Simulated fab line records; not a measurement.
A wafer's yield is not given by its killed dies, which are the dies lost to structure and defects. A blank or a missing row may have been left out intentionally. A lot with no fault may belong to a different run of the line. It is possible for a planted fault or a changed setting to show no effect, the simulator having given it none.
Matching of chambers || flow gf180mcu || GF_CONTACT_CMP_27 on cmp-01 has 4 sister chambers
The step polishes, stops on SiO2, t overpolish 15 s, target thk 0 nm. 4 wafers are shown with their chamber, then 7 later ones without.

## EACH WAFER AND ITS CHAMBER
{"wafer": "L634.1", "chamber": 2, "motor-current-A (A)": 12.9}
{"wafer": "L636.2", "chamber": 1, "motor-current-A (A)": 12.9}
{"wafer": "L647.2", "chamber": 0, "motor-current-A (A)": 11.8}
{"wafer": "L647.4", "chamber": 3, "motor-current-A (A)": 11.9}

## WAFERS MISSING THEIR CHAMBER
{"wafer": "L647.6", "motor-current-A (A)": 12.8}
{"wafer": "L653.2", "motor-current-A (A)": 12.5}
{"wafer": "L653.5", "motor-current-A (A)": 10.4}
{"wafer": "L653.6", "motor-current-A (A)": 11.5}
{"wafer": "L654.1", "motor-current-A (A)": 11.7}
{"wafer": "L654.2", "motor-current-A (A)": 10.9}
{"wafer": "L654.3", "motor-current-A (A)": 12.5}

## WHICH CHAMBER EACH WENT THROUGH
{"wafer": "L647.6", "from the rows above": "can't be placed: 1 or 2 or 3 or 0", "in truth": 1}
{"wafer": "L653.2", "from the rows above": "can't be placed: 1 or 2 or 3 or 0", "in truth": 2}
{"wafer": "L653.5", "from the rows above": "can't be placed: 0 or 3 or 1 or 2", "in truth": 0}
{"wafer": "L653.6", "from the rows above": "can't be placed: 0 or 3 or 1 or 2", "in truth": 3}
{"wafer": "L654.1", "from the rows above": "can't be placed: 0 or 3 or 1 or 2", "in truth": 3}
{"wafer": "L654.2", "from the rows above": "can't be placed: 0 or 3 or 1 or 2", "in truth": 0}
{"wafer": "L654.3", "from the rows above": "can't be placed: 1 or 2 or 3 or 0", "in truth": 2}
0 of 7 placed correctly. Can't be placed from these rows: 7 (the true chamber is among the candidates in 7). Wrongly placed: 0.
How it was worked out, from the rows above alone: a wafer's distance from a chamber is the root of the sum, over the readings, of the square of ((its reading less the chamber's mean) divided by the reading's scatter). If the next closest chamber is less than 2 further off than the closest, the wafer can't be placed; otherwise it belongs to the closest. Each chamber's mean is taken over the wafers shown for it. The scatter: root of mean squared gap, hidden wafer to nearest shown wafer, with one shown wafer a chamber.
